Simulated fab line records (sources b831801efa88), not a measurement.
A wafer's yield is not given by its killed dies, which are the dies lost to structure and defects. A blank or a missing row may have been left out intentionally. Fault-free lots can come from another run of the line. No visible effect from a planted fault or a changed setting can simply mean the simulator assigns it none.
What tool caused it? || flow gf180mcu || Sampling: 14 lots, 42 wafers, 5 of 602 route steps

## WHAT EACH GAUGE READ, for each wafer
GF_STI_THK_MEAS_30. Usual: STI_OXIDATION_02_THK gives 10.00 nm (standard deviation 0.2).
{"lot": "L965", "measured": "day 2 07:04", "on": "filmMetro-04", "STI_OXIDATION_02_THK (nm)": "10.19 10.04 9.81", "flag": ""}
{"lot": "L966", "measured": "day 2 11:09", "on": "filmMetro-01", "STI_OXIDATION_02_THK (nm)": "10.06 9.99 10.13", "flag": ""}
{"lot": "L970", "measured": "day 3 10:20", "on": "filmMetro-02", "STI_OXIDATION_02_THK (nm)": "10.18 10.25 10.14", "flag": ""}
{"lot": "L972", "measured": "day 3 19:34", "on": "filmMetro-01", "STI_OXIDATION_02_THK (nm)": "10.26 10.20 10.27", "flag": ""}
{"lot": "L973", "measured": "day 3 23:16", "on": "filmMetro-02", "STI_OXIDATION_02_THK (nm)": "9.88 9.83 9.80", "flag": ""}
{"lot": "L974", "measured": "day 4 04:38", "on": "filmMetro-04", "STI_OXIDATION_02_THK (nm)": "10.10 10.03 10.00", "flag": ""}
{"lot": "L976", "measured": "day 4 15:28", "on": "filmMetro-04", "STI_OXIDATION_02_THK (nm)": "10.22 10.20 10.33", "flag": ""}
{"lot": "L980", "measured": "day 5 11:07", "on": "filmMetro-02", "STI_OXIDATION_02_THK (nm)": "10.19 10.52 10.29", "flag": ""}
{"lot": "L981", "measured": "day 5 16:55", "on": "filmMetro-01", "STI_OXIDATION_02_THK (nm)": "9.69 9.78 9.72", "flag": ""}
{"lot": "L982", "measured": "day 5 22:34", "on": "filmMetro-02", "STI_OXIDATION_02_THK (nm)": "9.61 9.73 9.48", "flag": ""}
{"lot": "L983", "measured": "day 6 03:05", "on": "filmMetro-02", "STI_OXIDATION_02_THK (nm)": "10.27 9.98 10.27", "flag": ""}
{"lot": "L985", "measured": "day 6 14:41", "on": "filmMetro-01", "STI_OXIDATION_02_THK (nm)": "10.06 10.20 9.90", "flag": ""}
{"lot": "L987", "measured": "day 6 22:58", "on": "filmMetro-02", "STI_OXIDATION_02_THK (nm)": "10.07 10.07 10.27", "flag": ""}
{"lot": "L988", "measured": "day 7 08:21", "on": "filmMetro-02", "STI_OXIDATION_02_THK (nm)": "10.05 10.14 10.05", "flag": ""}

GF_VT_IMPLANT_OVL_MEAS_40. Usual: VT_IMPLANT_03_OVL gives 0.5 nm (standard deviation 1.4).
{"lot": "L965", "measured": "day 7 13:16", "on": "overlay-01", "VT_IMPLANT_03_OVL (nm)": "-1.0 -0.8 0.2", "flag": ""}
{"lot": "L966", "measured": "day 7 18:55", "on": "overlay-01", "VT_IMPLANT_03_OVL (nm)": "-0.8 0.8 1.5", "flag": ""}
{"lot": "L970", "measured": "day 9 00:37", "on": "overlay-01", "VT_IMPLANT_03_OVL (nm)": "1.7 1.9 1.5", "flag": ""}
{"lot": "L972", "measured": "day 9 14:07", "on": "overlay-02", "VT_IMPLANT_03_OVL (nm)": "0.6 1.0 0.0", "flag": ""}
{"lot": "L973", "measured": "day 9 20:00", "on": "overlay-02", "VT_IMPLANT_03_OVL (nm)": "0.0 0.7 1.9", "flag": ""}
{"lot": "L974", "measured": "day 10 02:40", "on": "overlay-01", "VT_IMPLANT_03_OVL (nm)": "-0.2 1.1 0.4", "flag": ""}
{"lot": "L976", "measured": "day 10 16:43", "on": "overlay-01", "VT_IMPLANT_03_OVL (nm)": "3.1 3.0 2.8", "flag": ""}
{"lot": "L980", "measured": "day 11 16:46", "on": "overlay-02", "VT_IMPLANT_03_OVL (nm)": "-135.2 -133.7 -136.0 -135.3 -133.6 -135.7", "flag": "OFF"}
{"lot": "L981", "measured": "day 11 22:15", "on": "overlay-02", "VT_IMPLANT_03_OVL (nm)": "-135.9 -137.4 -135.7 -136.2 -137.5 -136.6", "flag": "OFF"}
{"lot": "L982", "measured": "day 12 07:01", "on": "overlay-01", "VT_IMPLANT_03_OVL (nm)": "-132.7 -132.1 -132.8 -132.8 -131.7 -132.5", "flag": "OFF"}
{"lot": "L983", "measured": "day 12 15:51", "on": "overlay-01", "VT_IMPLANT_03_OVL (nm)": "-137.4 -136.2 -137.9 -137.2 -136.5 -137.8", "flag": "OFF"}
{"lot": "L985", "measured": "day 13 05:10", "on": "overlay-02", "VT_IMPLANT_03_OVL (nm)": "-0.6 -1.0 -0.1", "flag": ""}
{"lot": "L987", "measured": "day 13 16:55", "on": "overlay-02", "VT_IMPLANT_03_OVL (nm)": "-1.3 0.5 0.7", "flag": ""}
{"lot": "L988", "measured": "day 14 05:55", "on": "overlay-01", "VT_IMPLANT_03_OVL (nm)": "0.5 0.3 -0.2", "flag": ""}

GF_POLY_GATE_CD_MEAS_10 targets a cd of 280 nm. Usual: 280.1 nm for cdNm, sd 0.97.
{"lot": "L965", "measured": "day 9 04:35", "on": "cdSem-01", "cdNm (nm)": "281.7 281.4 281.9", "flag": ""}
{"lot": "L966", "measured": "day 9 10:18", "on": "cdSem-02", "cdNm (nm)": "279.5 279.7 279.0", "flag": ""}
{"lot": "L970", "measured": "day 10 18:00", "on": "cdSem-01", "cdNm (nm)": "281.0 279.5 279.9", "flag": ""}
{"lot": "L972", "measured": "day 11 08:53", "on": "cdSem-02", "cdNm (nm)": "280.6 280.9 280.1", "flag": ""}
{"lot": "L973", "measured": "day 11 13:39", "on": "cdSem-01", "cdNm (nm)": "281.3 281.0 280.5", "flag": ""}
{"lot": "L974", "measured": "day 12 00:11", "on": "cdSem-02", "cdNm (nm)": "277.9 279.7 279.1", "flag": ""}
{"lot": "L976", "measured": "day 12 11:48", "on": "cdSem-01", "cdNm (nm)": "280.2 280.1 279.3", "flag": ""}
{"lot": "L985", "measured": "day 15 04:43", "on": "cdSem-01", "cdNm (nm)": "279.7 279.9 280.2", "flag": ""}
{"lot": "L987", "measured": "day 15 17:14", "on": "cdSem-01", "cdNm (nm)": "280.1 281.1 280.3", "flag": ""}
{"lot": "L988", "measured": "day 16 07:48", "on": "cdSem-01", "cdNm (nm)": "280.2 278.9 278.3", "flag": ""}

## WHAT TOOL EACH LOT RAN ON (gives the tool, then ch and the chambers of the sampled wafers, and finally the start)
{"lot": "L965", "GF_VT_IMPLANT_STRIP_20": "plasmaAsher-02 ch 0,1, day 6 06:47", "GF_VT_IMPLANT_EXPOSE_37": "ilineStepper-02 ch 0, day 7 05:25"}
{"lot": "L966", "GF_VT_IMPLANT_STRIP_20": "plasmaAsher-01 ch 0,1, day 6 11:29", "GF_VT_IMPLANT_EXPOSE_37": "ilineStepper-01 ch 0, day 7 11:17"}
{"lot": "L970", "GF_VT_IMPLANT_STRIP_20": "plasmaAsher-04 ch 0,1, day 7 15:37", "GF_VT_IMPLANT_EXPOSE_37": "ilineStepper-01 ch 0, day 8 16:24"}
{"lot": "L972", "GF_VT_IMPLANT_STRIP_20": "plasmaAsher-02 ch 0,1, day 8 03:56", "GF_VT_IMPLANT_EXPOSE_37": "ilineStepper-01 ch 0, day 9 06:19"}
{"lot": "L973", "GF_VT_IMPLANT_STRIP_20": "plasmaAsher-04 ch 0,1, day 8 09:57", "GF_VT_IMPLANT_EXPOSE_37": "ilineStepper-02 ch 0, day 9 11:11"}
{"lot": "L974", "GF_VT_IMPLANT_STRIP_20": "plasmaAsher-01 ch 1, day 8 15:39", "GF_VT_IMPLANT_EXPOSE_37": "ilineStepper-02 ch 0, day 9 17:34"}
{"lot": "L976", "GF_VT_IMPLANT_STRIP_20": "plasmaAsher-04 ch 0,1, day 9 04:35", "GF_VT_IMPLANT_EXPOSE_37": "ilineStepper-01 ch 0, day 10 07:14"}
{"lot": "L980", "GF_VT_IMPLANT_STRIP_20": "plasmaAsher-04 ch 0,1, day 10 03:50", "GF_VT_IMPLANT_EXPOSE_37": "ilineStepper-01 ch 0, day 11 07:22"}
{"lot": "L981", "GF_VT_IMPLANT_STRIP_20": "plasmaAsher-02 ch 0,1, day 10 09:29", "GF_VT_IMPLANT_EXPOSE_37": "ilineStepper-01 ch 0, day 11 13:07"}
{"lot": "L982", "GF_VT_IMPLANT_STRIP_20": "plasmaAsher-04 ch 0,1, day 10 18:08", "GF_VT_IMPLANT_EXPOSE_37": "ilineStepper-01 ch 0, day 11 21:13"}
{"lot": "L983", "GF_VT_IMPLANT_STRIP_20": "plasmaAsher-02 ch 0,1, day 11 02:21", "GF_VT_IMPLANT_EXPOSE_37": "ilineStepper-01 ch 0, day 12 06:04"}
{"lot": "L985", "GF_VT_IMPLANT_STRIP_20": "plasmaAsher-01 ch 0,1, day 11 14:11", "GF_VT_IMPLANT_EXPOSE_37": "ilineStepper-02 ch 0, day 12 19:08"}
{"lot": "L987", "GF_VT_IMPLANT_STRIP_20": "plasmaAsher-01 ch 0,1, day 12 00:39", "GF_VT_IMPLANT_EXPOSE_37": "ilineStepper-02 ch 0, day 13 07:08"}
{"lot": "L988", "GF_VT_IMPLANT_STRIP_20": "plasmaAsher-02 ch 0,1, day 12 13:00", "GF_VT_IMPLANT_EXPOSE_37": "ilineStepper-02 ch 0, day 13 19:13"}
- GF_VT_IMPLANT_STRIP_20: strips in O2/N2.
- GF_VT_IMPLANT_EXPOSE_37: exposes mask Nwell HV AREA, target cd 860 nm.

## WHAT THE TOOLS THEMSELVES READ (means of the sampled wafers that have a number; where no wafer has one, the mark that the record gives instead)
GF_VT_IMPLANT_STRIP_20. Usual: chamberPressureMTorr 1500.1 mTorr, standard deviation 1.4; drypumpMotorCurrentA 5.7 A, standard deviation 0.54; heaterPowerW 337 W, standard deviation 43; oesProductAu 0.716 a.u., standard deviation 0.0045; stripTimeToEndpointS 12.64 s, standard deviation 0.038.
{"lot": "L965", "tool": "plasmaAsher-02", "chamberPressureMTorr (mTorr)": 1500.5, "drypumpMotorCurrentA (A)": 5.6, "heaterPowerW (W)": 356, "oesProductAu (a.u.)": 0.719, "stripTimeToEndpointS (s)": 12.68, "flag": ""}
{"lot": "L966", "tool": "plasmaAsher-01", "chamberPressureMTorr (mTorr)": 1500.1, "drypumpMotorCurrentA (A)": 5.7, "heaterPowerW (W)": 332, "oesProductAu (a.u.)": 0.717, "stripTimeToEndpointS (s)": 12.62, "flag": ""}
{"lot": "L970", "tool": "plasmaAsher-04", "chamberPressureMTorr (mTorr)": 1498.6, "drypumpMotorCurrentA (A)": 5.3, "heaterPowerW (W)": 352, "oesProductAu (a.u.)": 0.717, "stripTimeToEndpointS (s)": 12.64, "flag": ""}
{"lot": "L972", "tool": "plasmaAsher-02", "chamberPressureMTorr (mTorr)": 1499.7, "drypumpMotorCurrentA (A)": 5.9, "heaterPowerW (W)": 321, "oesProductAu (a.u.)": 0.715, "stripTimeToEndpointS (s)": 12.65, "flag": ""}
{"lot": "L973", "tool": "plasmaAsher-04", "chamberPressureMTorr (mTorr)": 1499.3, "drypumpMotorCurrentA (A)": 5.3, "heaterPowerW (W)": 345, "oesProductAu (a.u.)": 0.714, "stripTimeToEndpointS (s)": 12.58, "flag": ""}
{"lot": "L974", "tool": "plasmaAsher-01", "chamberPressureMTorr (mTorr)": 1500.8, "drypumpMotorCurrentA (A)": 5.5, "heaterPowerW (W)": 308, "oesProductAu (a.u.)": 0.714, "stripTimeToEndpointS (s)": 12.66, "flag": ""}
{"lot": "L976", "tool": "plasmaAsher-04", "chamberPressureMTorr (mTorr)": 1500.4, "drypumpMotorCurrentA (A)": 5.3, "heaterPowerW (W)": 344, "oesProductAu (a.u.)": 0.716, "stripTimeToEndpointS (s)": 12.64, "flag": ""}
{"lot": "L980", "tool": "plasmaAsher-04", "chamberPressureMTorr (mTorr)": 1500.8, "drypumpMotorCurrentA (A)": 5.9, "heaterPowerW (W)": 351, "oesProductAu (a.u.)": 0.718, "stripTimeToEndpointS (s)": 12.60, "flag": ""}
{"lot": "L981", "tool": "plasmaAsher-02", "chamberPressureMTorr (mTorr)": 1500.3, "drypumpMotorCurrentA (A)": 5.5, "heaterPowerW (W)": 356, "oesProductAu (a.u.)": 0.717, "stripTimeToEndpointS (s)": 12.69, "flag": ""}
{"lot": "L982", "tool": "plasmaAsher-04", "chamberPressureMTorr (mTorr)": 1500.2, "drypumpMotorCurrentA (A)": 5.9, "heaterPowerW (W)": 349, "oesProductAu (a.u.)": 0.716, "stripTimeToEndpointS (s)": 12.61, "flag": ""}
{"lot": "L983", "tool": "plasmaAsher-02", "chamberPressureMTorr (mTorr)": 1500.3, "drypumpMotorCurrentA (A)": 5.9, "heaterPowerW (W)": 319, "oesProductAu (a.u.)": 0.716, "stripTimeToEndpointS (s)": 12.67, "flag": ""}
{"lot": "L985", "tool": "plasmaAsher-01", "chamberPressureMTorr (mTorr)": 1500.5, "drypumpMotorCurrentA (A)": 5.7, "heaterPowerW (W)": 334, "oesProductAu (a.u.)": 0.716, "stripTimeToEndpointS (s)": 12.65, "flag": ""}
{"lot": "L987", "tool": "plasmaAsher-01", "chamberPressureMTorr (mTorr)": 1500.6, "drypumpMotorCurrentA (A)": 5.7, "heaterPowerW (W)": 326, "oesProductAu (a.u.)": 0.719, "stripTimeToEndpointS (s)": 12.69, "flag": ""}
{"lot": "L988", "tool": "plasmaAsher-02", "chamberPressureMTorr (mTorr)": 1500.9, "drypumpMotorCurrentA (A)": 5.5, "heaterPowerW (W)": 360, "oesProductAu (a.u.)": 0.718, "stripTimeToEndpointS (s)": 12.64, "flag": ""}

GF_VT_IMPLANT_EXPOSE_37. Usual: -0.1 nm for focusOffsetNm, sd 0.52.
{"lot": "L965", "tool": "ilineStepper-02", "focusOffsetNm (nm)": -0.4, "flag": ""}
{"lot": "L966", "tool": "ilineStepper-01", "focusOffsetNm (nm)": -0.1, "flag": ""}
{"lot": "L970", "tool": "ilineStepper-01", "focusOffsetNm (nm)": 0.6, "flag": ""}
{"lot": "L972", "tool": "ilineStepper-01", "focusOffsetNm (nm)": 0.4, "flag": ""}
{"lot": "L973", "tool": "ilineStepper-02", "focusOffsetNm (nm)": 0.4, "flag": ""}
{"lot": "L974", "tool": "ilineStepper-02", "focusOffsetNm (nm)": -0.6, "flag": ""}
{"lot": "L976", "tool": "ilineStepper-01", "focusOffsetNm (nm)": -0.6, "flag": ""}
{"lot": "L980", "tool": "ilineStepper-01", "focusOffsetNm (nm)": 0.2, "flag": ""}
{"lot": "L981", "tool": "ilineStepper-01", "focusOffsetNm (nm)": -0.4, "flag": ""}
{"lot": "L982", "tool": "ilineStepper-01", "focusOffsetNm (nm)": -0.3, "flag": ""}
{"lot": "L983", "tool": "ilineStepper-01", "focusOffsetNm (nm)": -0.1, "flag": ""}
{"lot": "L985", "tool": "ilineStepper-02", "focusOffsetNm (nm)": -0.2, "flag": ""}
{"lot": "L987", "tool": "ilineStepper-02", "focusOffsetNm (nm)": 0.3, "flag": ""}
{"lot": "L988", "tool": "ilineStepper-02", "focusOffsetNm (nm)": -0.4, "flag": ""}

## THE ANSWER, worked out from the rows above alone
Rule: a lot is off if the mean of its wafers that have a number lies more than 3 standard deviations from the usual mean. Also off: a lot with no number at a reading for which 4 or more lots have one. All remaining lots with rows at the step are treated as sound. The gauges are gone through in route order, then the tools' own readings, and for those a lot's mean is taken as printed above. At the first step where some lot is off, the reading lying furthest off is the one used; lots without a number count as furthest.
Off: L980, L981, L982, L983, at GF_VT_IMPLANT_OVL_MEAS_40 (VT_IMPLANT_03_OVL).
If a tool, at a process step before that reading, ran all the lots that are off and no sound lot after the first of them, it fits. Gauges at GF_VT_IMPLANT_OVL_MEAS_40: tried the same way as those tools. One fits: GF_VT_IMPLANT_EXPOSE_37 on ilineStepper-01. Its last sound lot is L976 (day 10 07:14), its first lot that is off L980 (day 11 07:22): a fault that began between those two fits.

## WHAT HAD BEEN PUT IN BY THE SIMULATOR
Scanner matching overlay: ilineStepper-01, from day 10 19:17 on, at GF_VT_IMPLANT_EXPOSE_37. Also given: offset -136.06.
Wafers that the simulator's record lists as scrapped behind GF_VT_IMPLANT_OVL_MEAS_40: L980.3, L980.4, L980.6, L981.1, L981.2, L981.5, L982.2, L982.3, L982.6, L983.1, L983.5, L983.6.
Lots struck among those shown: L980, L981, L982, L983. The same result came from the rule above.
